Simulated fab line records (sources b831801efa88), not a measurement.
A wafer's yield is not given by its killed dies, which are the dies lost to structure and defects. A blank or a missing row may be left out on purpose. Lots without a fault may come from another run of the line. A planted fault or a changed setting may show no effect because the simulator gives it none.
fab line records	flow sky130
record lots=6	wafers=18	lastDay=49
route steps=708 shown VIA1@473 METAL2@483 PAD_OPEN@708
lots with no fault: from the same line, run without faults
startH: hours from the record's first day to the start of the lot's first wafer shown	waitH: hours from the lot's prior step to this one	" same as the row above	L1.1+2: a single row standing in for several wafers	- value missing, or start not given	* or withheld: withheld	< > ~ a bound
route shown NAME@n: names a module that has steps shown in the file, with the first one's number in the route	usual: the fault-free wafers' mean and standard deviation	same: alike in all rows	chamber/n: place in a boat	sites: readings site by site	_std_site: the values' standard deviation	_edge_site: the outer-site mean with the inner-site mean subtracted	radiusMm: for every site, how far away it sits from the centre of the wafer	mask NAME#n: copy n	behind: tool/chamber where the wafer was last shaped	hold: why the lot was held/for how many hours/how that ended	device: transistor that didn't switch, given as n, p or np	end of line: at the end of the route, the tests of the same wafers	a step with no rows: only its recipe	killed: not the wafer's yield, but the dies lost to structure and defects at the first sort	map: the dies of a wafer, with x for killed, . for not killed, _ for no die there
set.NAME: the run value of the setting; set.NAME@STEP: its run value at that earlier step	model.NAME: the simulator's own value behind a step, which no gauge read
certain route steps with their lots: each step a table, each wafer a row
services: from which hour (startH, from the record's first day; less than 0 if before it) a tool's chamber was out of use, for how many hours, and why
## steps
# step SKY_VIA1_ETCH_15
# recipe target=SiO2	chemistry=C4F8/O2/Ar	targetDepthNm=351	stopOn=TiN	maskMaterial=KrF-thick	sourceW=1500	biasW=1200	pressureMtorr=40	c4f8FlowSccm=withheld	O2_flow_sccm=6	Ar_flow_sccm=300	timeS=54
# usual oesProductAu=0.982/0.0053
lot.wafer	tool	chamber	startH	waitH	oesProductAu	rfHoursCounterH
L253.1	rieDiel-04	1	792.30	0.0	0.980	11
L253.5	"	1	"	"	0.989	-
L253.6	"	0	"	"	0.985	-
L254.1	rieDiel-04	3	807.60	0.0	0.982	10
L254.4	"	3	"	"	0.978	-
L254.5	"	1	"	"	0.979	-
L261.2	rieDiel-03	0	874.90	0.0	0.983	9
L261.3	"	3	"	"	0.978	6
L261.4	"	2	"	"	0.983	12
L263.2	rieDiel-01	3	887.25	0.0	0.977	11
L263.3	"	0	"	"	0.987	2
L263.5	"	3	"	"	0.997	-
L268.2	rieDiel-03	3	928.61	0.0	0.985	7
L268.4	"	1	"	"	0.987	-
L268.5	"	3	"	"	0.990	-
L266.2	rieDiel-01	2	935.15	0.0	0.976	11
L266.4	"	0	"	"	0.983	4
L266.6	"	0	"	"	0.979	-
# step SKY_VIA1_STRIP_16
# recipe chemistry=O2/N2	powerW=1400	pressureMtorr=1500	platenTempC=withheld	o2FlowSccm=3000	n2FlowSccm=300	overashFraction=0.5
# step SKY_VIA1_STRIP_17
# recipe chemistry=postEtchResidueRemover	timeS=1200	tempC=72.5
# step SKY_VIA1_CLEAN_18
# recipe chemistry=IPA	timeS=180	tempC=25
# step SKY_VIA1_CLEAN_19
# recipe chemistry=O3/DIW	dry=n2Spin
# step SKY_VIA1_SPUTTER_20
# recipe material=TiN	targetThkNm=20	chamberPressurePa=5	powerW=4000	timeS=80
# step SKY_VIA1_CVD_21
# recipe material=W	targetThkNm=270	timeS=80.902	tempC=400	pressureTorr=40
# step SKY_VIA1_RS_MEAS_22
# recipe thkMeasGauge=four-point-probe	reads=W_of_VIA1_CVD_21+TiN_of_VIA1_SPUTTER_20
# usual VIA1_W_RS=0.427/0.004
lot.wafer	tool	chamber	startH	waitH	VIA1_W_RS[ohm/sq]
L253.1	filmMetro-03	-	793.10	0.1	0.422
L253.5	"	-	"	"	0.422
L253.6	"	-	"	"	0.430
L254.1	filmMetro-04	-	808.39	0.1	0.429
L254.4	"	-	"	"	0.432
L254.5	"	-	"	"	0.426
L261.2	filmMetro-03	-	875.75	0.1	0.428
L261.3	"	-	"	"	0.430
L261.4	"	-	"	"	0.424
L263.2	filmMetro-03	-	888.06	0.1	0.423
L263.3	"	-	"	"	0.418
L263.5	"	-	"	"	0.422
L268.2	filmMetro-02	-	929.51	0.1	0.430
L268.4	"	-	"	"	0.430
L268.5	"	-	"	"	0.435
L266.2	filmMetro-03	-	935.97	0.1	0.426
L266.4	"	-	"	"	0.427
L266.6	"	-	"	"	0.427
# step SKY_VIA1_THK_MEAS_23
# recipe thkMeasGauge=xrf	reads=W_of_VIA1_CVD_21
# usual VIA1_W_THK=272/3.4
lot.wafer	tool	chamber	startH	waitH	VIA1_W_THK[nm]
L253.1	filmMetro-03	-	793.22	0.1	274
L253.5	"	-	"	"	274
L253.6	"	-	"	"	268
L254.1	filmMetro-04	-	808.51	0.1	274
L254.4	"	-	"	"	274
L254.5	"	-	"	"	276
L261.2	filmMetro-03	-	875.86	0.1	273
L261.3	"	-	"	"	270
L261.4	"	-	"	"	274
L263.2	filmMetro-03	-	888.17	0.1	272
L263.3	"	-	"	"	277
L263.5	"	-	"	"	273
L268.2	filmMetro-02	-	929.62	0.1	267
L268.4	"	-	"	"	266
L268.5	"	-	"	"	262
L266.2	filmMetro-03	-	936.08	0.1	274
L266.4	"	-	"	"	272
L266.6	"	-	"	"	271
# step SKY_VIA1_CMP_24
# recipe stopOn=SiO2	tOverpolishS=15	downForcePsi=3.5	platenRpm=60	targetThkNm=0	padVelocityMS=0.94248
# step SKY_METAL2_SPUTTER_00
# recipe material=Ti	targetThkNm=15	powerW=3000	timeS=10	chamberPressurePa=0.4
# usual cathodeDcPowerW=3000.0/0.48	throttleValvePct=30.2/1.2
lot.wafer	tool	chamber	startH	waitH	cathodeDcPowerW	throttleValvePct
L253.1	pvdSputter-01	-	793.58	0.2	2999.9	29.9
L253.5	"	-	"	"	2999.5	32.9
L253.6	"	-	"	"	2999.9	29.5
L254.1	pvdSputter-04	-	809.10	0.2	3000.5	29.3
L254.4	"	-	"	"	2999.9	31.1
L254.5	"	-	"	"	3000.1	28.9
L261.2	pvdSputter-01	-	876.21	0.1	2999.9	28.6
L261.3	"	-	"	"	2999.9	30.5
L261.4	"	-	"	"	3000.1	32.7
L263.2	pvdSputter-01	-	888.52	0.1	3000.0	30.4
L263.3	"	-	"	"	3000.8	28.4
L263.5	"	-	"	"	3000.0	28.7
L268.2	pvdSputter-03	-	929.97	0.2	2999.4	29.1
L268.4	"	-	"	"	2999.5	31.2
L268.5	"	-	"	"	3000.3	30.7
L266.2	pvdSputter-03	-	936.43	0.2	3000.3	30.5
L266.4	"	-	"	"	2998.9	31.0
L266.6	"	-	"	"	3000.1	29.3
# step SKY_METAL2_SPUTTER_01
# recipe material=TiN	targetThkNm=20	powerW=6500	timeS=16.7	chamberPressurePa=0.4
# step SKY_METAL2_SPUTTER_02
# recipe material=AlCu	targetThkNm=250	powerW=10600	timeS=13.3	chamberPressurePa=0.4
# usual cathodeDcPowerW=10600/1.7	throttleValvePct=30.2/1.2
lot.wafer	tool	chamber	startH	waitH	cathodeDcPowerW	throttleValvePct	model.AlCu_of_METAL2_SPUTTER_02.thkNm
L253.1	pvdSputter-01	-	793.62	0.0	10600	30.2	244.3
L253.5	"	-	"	"	10603	32.8	248.3
L253.6	"	-	"	"	10599	29.7	246
L254.1	pvdSputter-04	-	809.15	0.0	10602	28.9	248.1
L254.4	"	-	"	"	10599	31.1	248.7
L254.5	"	-	"	"	10602	29.1	248.4
L261.2	pvdSputter-01	-	876.26	0.0	10601	28.5	180.6
L261.3	"	-	"	"	10601	30.2	183.2
L261.4	"	-	"	"	10600	32.8	181.8
L263.2	pvdSputter-01	-	888.57	0.0	10601	29.8	188.4
L263.3	"	-	"	"	10603	28.7	184.3
L263.5	"	-	"	"	10598	28.6	183.5
L268.2	pvdSputter-03	-	930.02	0.0	10601	29.1	251.1
L268.4	"	-	"	"	10604	30.7	251
L268.5	"	-	"	"	10602	31.0	251.2
L266.2	pvdSputter-03	-	936.48	0.0	10597	30.8	250.6
L266.4	"	-	"	"	10600	31.1	250.7
L266.6	"	-	"	"	10601	29.2	250.4
# step SKY_METAL2_SPUTTER_03
# recipe material=Ti	targetThkNm=5	powerW=3000	timeS=3.3	chamberPressurePa=0.4
# usual cathodeDcPowerW=3000.0/0.51	throttleValvePct=30.2/1.2
lot.wafer	tool	chamber	startH	waitH	cathodeDcPowerW	throttleValvePct
L253.1	pvdSputter-01	-	793.65	0.0	3000.9	29.7
L253.5	"	-	"	"	3000.5	32.8
L253.6	"	-	"	"	3000.9	30.0
L254.1	pvdSputter-04	-	809.17	0.0	3000.1	29.0
L254.4	"	-	"	"	3000.7	31.1
L254.5	"	-	"	"	2999.1	29.1
L261.2	pvdSputter-01	-	876.29	0.0	3000.6	28.6
L261.3	"	-	"	"	2999.6	30.2
L261.4	"	-	"	"	2999.2	32.9
L263.2	pvdSputter-01	-	888.60	0.0	2998.8	30.2
L263.3	"	-	"	"	3000.8	29.0
L263.5	"	-	"	"	2999.7	28.5
L268.2	pvdSputter-03	-	930.04	0.0	2999.9	29.2
L268.4	"	-	"	"	2999.7	31.0
L268.5	"	-	"	"	2999.8	30.5
L266.2	pvdSputter-03	-	936.50	0.0	3000.3	30.7
L266.4	"	-	"	"	2999.3	31.0
L266.6	"	-	"	"	2999.0	29.0
# step SKY_METAL2_SPUTTER_04
# recipe material=TiN	targetThkNm=70	powerW=6500	timeS=58.3	chamberPressurePa=0.4
# usual cathodeDcPowerW=6500.0/1.2	throttleValvePct=30.1/1.2
lot.wafer	tool	chamber	startH	waitH	cathodeDcPowerW	throttleValvePct
L253.1	pvdSputter-01	-	793.67	0.0	6501.1	30.0
L253.5	"	-	"	"	6500.5	32.5
L253.6	"	-	"	"	6500.0	29.8
L254.1	pvdSputter-04	-	809.19	0.0	6500.7	29.1
L254.4	"	-	"	"	6499.9	31.0
L254.5	"	-	"	"	6500.7	29.4
L261.2	pvdSputter-01	-	876.31	0.0	6499.5	28.7
L261.3	"	-	"	"	6501.0	29.9
L261.4	"	-	"	"	6500.0	32.8
L263.2	pvdSputter-01	-	888.62	0.0	6501.0	30.1
L263.3	"	-	"	"	6499.0	28.4
L263.5	"	-	"	"	6499.1	28.7
L268.2	pvdSputter-03	-	930.06	0.0	6497.5	29.1
L268.4	"	-	"	"	6500.1	31.0
L268.5	"	-	"	"	6497.8	30.7
L266.2	pvdSputter-03	-	936.52	0.0	6497.4	30.7
L266.4	"	-	"	"	6501.0	31.0
L266.6	"	-	"	"	6500.6	28.8
# step SKY_METAL2_RS_MEAS_05
# recipe thkMeasGauge=four-point-probe	reads=TiN_of_METAL2_SPUTTER_04+Ti_of_METAL2_SPUTTER_03+AlCu_of_METAL2_SPUTTER_02+TiN_of_METAL2_SPUTTER_01+Ti_of_METAL2_SPUTTER_00
# usual METAL2_ALCU_RS=0.1267/0.0013
lot.wafer	tool	chamber	startH	waitH	METAL2_ALCU_RS[ohm/sq]
L253.1	filmMetro-04	-	793.72	0.0	0.1300
L253.5	"	-	"	"	0.1281
L253.6	"	-	"	"	0.1291
L254.1	filmMetro-02	-	809.24	0.0	0.1278
L254.4	"	-	"	"	0.1273
L254.5	"	-	"	"	0.1275
L261.2	filmMetro-01	-	876.37	0.0	0.1783
L261.3	"	-	"	"	0.1752
L261.4	"	-	"	"	0.1769
L263.2	filmMetro-01	-	888.69	0.0	0.1703
L263.3	"	-	"	"	0.1740
L263.5	"	-	"	"	0.1750
L268.2	filmMetro-01	-	930.13	0.0	0.1263
L268.4	"	-	"	"	0.1264
L268.5	"	-	"	"	0.1261
L266.2	filmMetro-02	-	936.59	0.0	0.1263
L266.4	"	-	"	"	0.1265
L266.6	"	-	"	"	0.1261
# step SKY_METAL2_THK_MEAS_06
# recipe thkMeasGauge=xrf	reads=AlCu_of_METAL2_SPUTTER_02
# usual METAL2_ALCU_THK=248.9/2.7
lot.wafer	tool	chamber	startH	waitH	METAL2_ALCU_THK[nm]
L253.1	filmMetro-04	-	793.84	0.1	244.3
L253.5	"	-	"	"	247.2
L253.6	"	-	"	"	245.8
L254.1	filmMetro-02	-	809.36	0.1	248.5
L254.4	"	-	"	"	247.8
L254.5	"	-	"	"	248.3
L261.2	filmMetro-01	-	876.48	0.1	179.0
L261.3	"	-	"	"	184.4
L261.4	"	-	"	"	181.4
L263.2	filmMetro-01	-	888.80	0.1	187.4
L263.3	"	-	"	"	183.9
L263.5	"	-	"	"	183.2
L268.2	filmMetro-01	-	930.24	0.1	248.7
L268.4	"	-	"	"	247.9
L268.5	"	-	"	"	248.6
L266.2	filmMetro-02	-	936.70	0.1	249.0
L266.4	"	-	"	"	248.0
L266.6	"	-	"	"	249.0
# step SKY_METAL2_DEHYDRATE_07
# recipe tempC=200	timeS=60
# step SKY_METAL2_HMDS_08
# recipe primeTimeS=60	primeTempC=120
# step SKY_METAL2_COAT_09
# recipe resist=BARC	tempC=withheld	timeS=withheld	spinRpm=3000	resistThkNm=60
# step SKY_METAL2_COAT_10
# recipe resist=KrF-thick	spinRpm=3000	resistThkNm=450
# step SKY_METAL2_SOFTBAKE_11
# recipe tempC=100	timeS=90	resist=KrF-thick
# step SKY_METAL2_EXPOSE_12
# recipe maskId=MM2	na=0.8	sourceShape=annular	sigmaInner=0.55	sigmaOuter=0.85	targetCdNm=140	doseMj=28
# step SKY_METAL2_PEB_13
# recipe pebTempC=withheld	pebTimeS=withheld	resist=KrF-thick
# step SKY_METAL2_DEVELOP_14
# recipe developTimeS=60	resist=KrF-thick	devTempC=21
# step SKY_METAL2_CD_MEAS_15
# recipe targetCdNm=140
# usual cdNm=140.0/1.5
lot.wafer	tool	chamber	startH	waitH	cdNm
L253.1	cdSem-01	-	818.25	-	140.6
L253.5	"	-	"	"	140.0
L253.6	"	-	"	"	139.0
L254.1	cdSem-01	-	836.00	-	138.4
L254.4	"	-	"	"	139.6
L254.5	"	-	"	"	139.0
L261.2	cdSem-01	-	900.62	-	140.8
L261.3	"	-	"	"	141.9
L261.4	"	-	"	"	141.6
L263.2	cdSem-02	-	914.09	-	142.3
L263.3	"	-	"	"	140.1
L263.5	"	-	"	"	140.6
L268.2	cdSem-01	-	954.99	-	140.8
L268.4	"	-	"	"	140.3
L268.5	"	-	"	"	141.0
L266.2	cdSem-01	-	960.07	-	139.5
L266.4	"	-	"	"	139.3
L266.6	"	-	"	"	141.9
# step SKY_METAL2_OVL_MEAS_16
# usual METAL2_OVL=0/6.2
lot.wafer	tool	chamber	startH	waitH	METAL2_OVL[nm]
L253.1	overlay-02	-	818.37	0.1	11
L253.5	"	-	"	"	12
L253.6	"	-	"	"	11
L254.1	overlay-01	-	836.12	0.1	0
L254.4	"	-	"	"	-1
L254.5	"	-	"	"	0
L261.2	overlay-02	-	900.73	0.1	12
L261.3	"	-	"	"	9
L261.4	"	-	"	"	9
L263.2	overlay-02	-	914.20	0.1	2
L263.3	"	-	"	"	3
L263.5	"	-	"	"	1
L268.2	overlay-01	-	955.10	0.1	-5
L268.4	"	-	"	"	-4
L268.5	"	-	"	"	-4
L266.2	overlay-01	-	960.18	0.1	5
L266.4	"	-	"	"	10
L266.6	"	-	"	"	5
# step SKY_METAL2_DESCUM_17
# recipe chemistry=O2	sourcePowerW=150	biasPowerW=0	pressureMtorr=10	tempC=40	timeS=8
# step SKY_METAL2_ETCH_18
# recipe chemistry=N2/H2	target=BARC	ionEnergyEv=200	biasW=100	pressureMtorr=30	n2FlowSccm=100	h2FlowSccm=200	icpW=500	stopOn=SiO2	timeS=45.9	targetDepthA=600
# usual drypumpMotorCurrentA=5.7/0.42	oesProductAu=0.855/0.0045	throttleValvePct=13.225/0.0086
lot.wafer	tool	chamber	startH	waitH	drypumpMotorCurrentA	oesProductAu	rfHoursCounterH	throttleValvePct
L253.1	rieMetal-01	0	818.44	0.0	6.3	0.857	1	13.207
L253.5	"	1	"	"	5.2	0.856	-	13.223
L253.6	"	0	"	"	6.3	0.855	-	13.225
L254.1	rieMetal-04	0	836.19	0.0	6.0	0.846	10	13.225
L254.4	"	0	"	"	6.0	0.855	-	13.225
L254.5	"	1	"	"	5.5	0.850	-	13.225
L261.2	rieMetal-01	0	900.79	0.0	6.3	0.856	4	13.231
L261.3	"	0	"	"	6.3	0.854	-	13.233
L261.4	"	1	"	"	5.2	0.856	-	13.217
L263.2	rieMetal-04	0	914.26	0.0	6.0	0.856	14	13.228
L263.3	"	0	"	"	6.1	0.859	-	13.228
L263.5	"	1	"	"	5.6	0.861	-	13.227
L268.2	rieMetal-04	1	955.16	0.0	5.6	0.867	11	13.228
L268.4	"	0	"	"	6.1	0.863	-	13.221
L268.5	"	1	"	"	5.6	0.859	-	13.217
L266.2	rieMetal-04	1	960.24	0.0	5.6	0.858	11	13.229
L266.4	"	0	"	"	6.1	0.859	-	13.226
L266.6	"	0	"	"	6.0	0.848	-	13.205
# step SKY_METAL2_METAL_ETCH_19
# recipe targetDepthA=3600	stopOn=SiO2	overEtchFrac=0.3	timeS=78	chemistry=Cl2/BCl3	resistSidewallDeg=88	pressureMtorr=10	icpW=900	biasW=48.5	Cl2_flow_sccm=60	bcl3FlowSccm=30
# usual drypumpMotorCurrentA=5.7/0.42	oesProductAu=0.855/0.0057	throttleValvePct=22.265/0.009
lot.wafer	tool	chamber	startH	waitH	drypumpMotorCurrentA	oesProductAu	rfHoursCounterH	throttleValvePct
L253.1	rieMetal-01	0	818.50	0.0	6.3	0.845	1	22.274
L253.5	"	1	"	"	5.2	0.857	-	22.265
L253.6	"	0	"	"	6.3	0.853	-	22.269
L254.1	rieMetal-04	0	836.25	0.0	6.1	0.851	10	22.257
L254.4	"	0	"	"	6.0	0.855	-	22.269
L254.5	"	1	"	"	5.5	0.845	-	22.266
L261.2	rieMetal-01	0	900.85	0.0	6.3	0.785	5	22.265
L261.3	"	0	"	"	6.3	0.791	-	22.270
L261.4	"	1	"	"	5.2	0.780	-	22.273
L263.2	rieMetal-04	0	914.32	0.0	6.1	0.801	14	22.274
L263.3	"	0	"	"	6.0	0.795	-	22.263
L263.5	"	1	"	"	5.6	0.795	-	22.277
L268.2	rieMetal-04	1	955.22	0.0	5.6	0.856	11	22.272
L268.4	"	0	"	"	6.0	0.852	-	22.257
L268.5	"	1	"	"	5.6	0.862	-	22.265
L266.2	rieMetal-04	1	960.30	0.0	5.6	0.861	11	22.266
L266.4	"	0	"	"	6.0	0.856	-	22.258
L266.6	"	0	"	"	6.0	0.858	-	22.260
# step SKY_METAL2_STRIP_20
# recipe chemistry=O2/N2	powerW=1400	pressureMtorr=1500	platenTempC=withheld	o2FlowSccm=3000	n2FlowSccm=300	overashFraction=0.5
# step SKY_PAD_OPEN_PROBE_99
# usual defectLimitedYield=82.5/1.8	killed_at_M0_to_M3=43/6.6	killed_at_M4_up=3.2/1.8	killedAtContacts=24/5	killedAtFrontEnd=15/4.5	killedAtOther=0.2/0.46	killedDies=86/8.8	killedOpen=48/6.6	killedShort=38/6.1	sort_bin_3_pad_short=0.8/0.42	sort_bin_5_function=10.4/1.4	sort_bin_6_memory=6.3/1	sortNPass=406/8.8	sortYieldPct=82.5/1.8
# same grossDies=492	killedAtBackSide=0	sort_bin_4_leakage[%]=0	sort_bin_8_speed[%]=0
lot.wafer	tool	chamber	startH	waitH	defectLimitedYield[%]	killed_at_M0_to_M3	killed_at_M4_up	killedAtContacts	killedAtFrontEnd	killedAtOther	killedDies	killedOpen	killedShort	sort_bin_3_pad_short[%]	sort_bin_5_function[%]	sort_bin_6_memory[%]	sortNPass	sortYieldPct[%]	model.etest.met2.lineOhmUm	model.etest.met2.rsOhmSq
L253.1	prober-01	-	1071.77	0.1	81.5	44	1	26	19	1	91	50	41	0.4	11.0	7.1	401	81.5	0.9336	0.1318
L253.5	prober-01	-	1071.97	0.2	80.1	49	5	28	16	0	98	54	44	0.6	12.0	7.3	394	80.1	0.9002	0.128
L253.6	prober-01	-	1072.02	0.2	85.8	33	4	24	9	0	70	44	26	0.2	9.3	4.7	422	85.8	0.9494	0.1315
L254.1	prober-02	-	1090.61	0.1	80.5	46	3	20	27	0	96	47	49	0.6	10.6	8.3	396	80.5	0.925	0.1292
L254.4	prober-02	-	1090.76	0.2	80.7	47	1	23	23	1	95	60	35	0.4	11.8	7.1	397	80.7	0.9306	0.1277
L254.5	prober-02	-	1090.81	0.2	81.1	46	2	20	25	0	93	44	49	0.4	11.4	7.1	399	81.1	0.9173	0.1287
L261.2	prober-02	-	1139.84	0.1	82.7	37	3	27	17	1	85	48	37	0.6	9.3	7.3	407	82.7	1.265	0.1818
L261.3	prober-02	-	1139.89	0.2	80.1	43	7	33	15	0	98	61	37	0.4	11.8	7.7	394	80.1	1.225	0.1778
L261.4	prober-02	-	1139.94	0.2	80.9	50	6	27	11	0	94	51	43	0.8	11.8	6.5	398	80.9	1.267	0.1777
L263.2	prober-02	-	1148.85	0.1	83.7	45	5	17	13	0	80	40	40	0.2	10.0	6.1	412	83.7	1.216	0.1703
L263.3	prober-02	-	1148.90	0.2	80.7	49	1	32	13	0	95	58	37	0.2	10.8	8.3	397	80.7	1.272	0.1752
L263.5	prober-02	-	1149.00	0.2	82.5	49	4	23	10	0	86	53	33	0.6	10.8	6.1	406	82.5	1.25	0.1773
L268.2	prober-02	-	1180.48	0.1	84.6	44	0	25	7	0	76	46	30	0.2	8.9	6.3	416	84.6	0.8846	0.1273
L268.4	prober-02	-	1180.58	0.2	83.5	39	8	25	9	0	81	37	44	0.6	10.6	5.3	411	83.5	0.903	0.1279
L268.5	prober-02	-	1180.63	0.2	81.9	49	5	21	14	0	89	52	37	1.4	10.2	6.5	403	81.9	0.9253	0.1279
L266.2	prober-01	-	1183.31	0.1	82.5	40	1	30	15	0	86	53	33	0.4	10.4	6.7	406	82.5	0.9106	0.1278
L266.4	prober-01	-	1183.41	0.2	81.9	43	5	26	15	0	89	50	39	1.4	10.0	6.7	403	81.9	0.9245	0.1299
L266.6	prober-01	-	1183.51	0.2	79.3	47	5	38	12	0	102	59	43	1.2	12.2	7.3	390	79.3	0.889	0.1265
# killed by level:class
L253.1 CONTACT:geometricParticle:open=11 VIA1:geometricParticle:open=10 METAL2:geometricParticle:short=8 FIELD_ISO:geometricParticle:open=7 VIA1:geometricParticle:short=6 LI_CONTACT:geometricParticle:short=5 LI_CONTACT:geometricParticle:open=5 VIA3:geometricParticle:open=5
L253.5 VIA1:geometricParticle:open=13 CONTACT:geometricParticle:open=10 METAL2:geometricParticle:short=10 CONTACT:geometricParticle:short=7 POLY_GATE:geometricParticle:open=6 VIA2:geometricParticle:open=6 FIELD_ISO:geometricParticle:open=5 LI_CONTACT:geometricParticle:open=5
L253.6 VIA1:geometricParticle:open=9 LI_CONTACT:geometricParticle:open=8 VIA3:geometricParticle:open=6 CONTACT:geometricParticle:open=5 CONTACT:geometricParticle:short=5 VIA2:geometricParticle:open=5 FIELD_ISO:geometricParticle:open=3 LI_CONTACT:geometricParticle:short=3
L254.1 VIA1:geometricParticle:open=12 FIELD_ISO:geometricParticle:short=8 CONTACT:geometricParticle:open=7 METAL2:geometricParticle:short=7 CONTACT:geometricParticle:short=6 METAL1:geometricParticle:short=6 POLY_GATE:geometricParticle:open=5 POLY_GATE:geometricParticle:short=5
L254.4 VIA1:geometricParticle:open=15 FIELD_ISO:geometricParticle:open=9 VIA2:geometricParticle:open=9 METAL2:geometricParticle:short=8 CONTACT:geometricParticle:open=7 LI_CONTACT:geometricParticle:open=6 FIELD_ISO:geometricParticle:short=5 VIA1:geometricParticle:short=5
L254.5 VIA1:geometricParticle:open=12 FIELD_ISO:geometricParticle:short=10 CONTACT:geometricParticle:open=7 METAL2:geometricParticle:short=7 POLY_GATE:geometricParticle:open=6 CONTACT:geometricParticle:short=5 VIA2:geometricParticle:short=5 VIA3:geometricParticle:open=5
L261.2 CONTACT:geometricParticle:open=11 VIA1:geometricParticle:open=11 LI_CONTACT:geometricParticle:open=7 FIELD_ISO:geometricParticle:open=6 VIA1:geometricParticle:short=6 FIELD_ISO:geometricParticle:short=5 VIA3:geometricParticle:open=4 LOCAL_INTERCONNECT:geometricParticle:short=3
L261.3 LI_CONTACT:geometricParticle:open=15 VIA1:geometricParticle:open=10 POLY_GATE:geometricParticle:open=8 CONTACT:geometricParticle:open=7 VIA1:geometricParticle:short=6 VIA2:geometricParticle:open=6 VIA3:geometricParticle:open=5 METAL4:geometricParticle:short=5
L261.4 CONTACT:geometricParticle:open=11 VIA2:geometricParticle:open=10 VIA1:geometricParticle:open=9 VIA3:geometricParticle:open=8 LI_CONTACT:geometricParticle:open=7 METAL1:geometricParticle:short=6 CONTACT:geometricParticle:short=5 METAL2:geometricParticle:short=5
L263.2 VIA1:geometricParticle:open=13 LI_CONTACT:geometricParticle:open=6 VIA1:geometricParticle:short=6 CONTACT:geometricParticle:short=5 METAL2:geometricParticle:short=5 VIA2:geometricParticle:open=5 FIELD_ISO:geometricParticle:short=4 VIA3:geometricParticle:short=4
L263.3 LI_CONTACT:geometricParticle:open=14 VIA1:geometricParticle:open=14 METAL2:geometricParticle:short=9 VIA3:geometricParticle:open=8 POLY_GATE:geometricParticle:open=7 CONTACT:geometricParticle:open=6 LI_CONTACT:geometricParticle:short=6 METAL3:geometricParticle:short=6
L263.5 VIA1:geometricParticle:open=11 LI_CONTACT:geometricParticle:open=10 METAL1:geometricParticle:short=9 VIA2:geometricParticle:open=9 CONTACT:geometricParticle:open=7 VIA3:geometricParticle:open=5 VIA1:geometricParticle:short=4 METAL2:geometricParticle:short=4
L268.2 CONTACT:geometricParticle:open=11 VIA1:geometricParticle:short=11 VIA2:geometricParticle:open=11 VIA1:geometricParticle:open=8 LI_CONTACT:geometricParticle:open=5 LI_CONTACT:geometricParticle:short=5 VIA3:geometricParticle:open=5 METAL1:geometricParticle:short=4
L268.4 CONTACT:geometricParticle:open=8 CONTACT:geometricParticle:short=7 VIA1:geometricParticle:open=7 VIA3:geometricParticle:open=7 METAL4:geometricParticle:short=7 METAL2:geometricParticle:short=6 VIA2:geometricParticle:open=6 METAL1:geometricParticle:short=5
L268.5 VIA1:geometricParticle:open=12 VIA3:geometricParticle:open=9 LI_CONTACT:geometricParticle:open=8 CONTACT:geometricParticle:open=8 VIA1:geometricParticle:short=7 METAL1:geometricParticle:short=5 FIELD_ISO:geometricParticle:short=4 FIELD_ISO:geometricParticle:open=3
L266.2 CONTACT:geometricParticle:open=15 VIA1:geometricParticle:open=10 CONTACT:geometricParticle:short=7 FIELD_ISO:geometricParticle:open=6 VIA3:geometricParticle:short=6 VIA3:geometricParticle:open=6 LI_CONTACT:geometricParticle:open=5 VIA2:geometricParticle:open=5
L266.4 VIA1:geometricParticle:open=13 CONTACT:geometricParticle:open=11 VIA2:geometricParticle:open=7 LI_CONTACT:geometricParticle:open=6 POLY_GATE:geometricParticle:short=5 METAL2:geometricParticle:short=5 METAL3:geometricParticle:short=5 FIELD_ISO:geometricParticle:short=4
L266.6 CONTACT:geometricParticle:open=17 LI_CONTACT:geometricParticle:open=11 METAL1:geometricParticle:short=8 CONTACT:geometricParticle:short=7 METAL2:geometricParticle:short=7 VIA2:geometricParticle:open=7 VIA3:geometricParticle:open=7 VIA1:geometricParticle:open=6
## services
tool	chamber	startH	hours	kind
rieMetal-01	0	770.58	-	clean
rieMetal-01	0	770.58	24.4	scheduledDown
rieMetal-01	0	770.58	24.4	ventCycle
rieDiel-01	0	779.62	-	clean
rieDiel-01	0	779.62	18.1	scheduledDown
rieDiel-01	0	779.62	18.1	ventCycle
rieDiel-03	-	780.82	4.3	pm
rieDiel-03	3	785.55	7.8	repair
rieDiel-03	-	797.78	0.4	repair
rieDiel-04	2	801.32	11.2	repair
pvdSputter-01	-	808.68	3.4	repair
rieDiel-04	1	810.29	6.7	repair
rieDiel-04	1	819.86	10.0	repair
pvdSputter-01	-	828.97	0.7	repair
rieDiel-01	-	843.42	14.6	pm
rieDiel-03	2	924.30	5.2	repair
rieDiel-04	-	924.58	14.6	pm
rieDiel-04	1	942.26	2.4	repair
rieDiel-01	0	943.99	6.9	repair
pvdSputter-04	-	945.82	4.4	repair
rieDiel-03	3	952.93	8.1	repair
rieDiel-04	2	960.06	7.6	repair
## key
firstSign step=SKY_METAL2_RS_MEAS_05	reading=METAL2_ALCU_RS	direction=up	sigmas=37	usual=0.1267	struck=0.1750
effect step=SKY_METAL2_THK_MEAS_06	reading=METAL2_ALCU_THK	direction=down	sigmas=25	usual=248.9	struck=183.2
effect step=SKY_METAL2_METAL_ETCH_19	reading=oesProductAu	direction=down	sigmas=11	usual=0.855	struck=0.791
modelEffect step=SKY_METAL2_SPUTTER_02	value=AlCu_of_METAL2_SPUTTER_02.thkNm	without=247.1	struck=183.6
modelEffect step=SKY_PAD_OPEN_PROBE_99	value=etest.met2.lineOhmUm	without=0.9169	struck=1.249
metAt SKY_METAL2_SPUTTER_02
struckWafers L261.2,L261.3,L261.4,L263.2,L263.3,L263.5
onsetBetween 793.62 876.26
alsoFits SKY_METAL2_SPUTTER_00:pvdSputter-01,SKY_METAL2_SPUTTER_03:pvdSputter-01,SKY_METAL2_SPUTTER_04:pvdSputter-01
fault kind=processParameterDrift	tool=pvdSputter-01	chamber=-	onsetH=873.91	steps=SKY_METAL2_SPUTTER_02	channel=targetThkNm	offset=-63.471	shape=step	endH=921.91	actsIn=theseRecipesOnly	stated=250
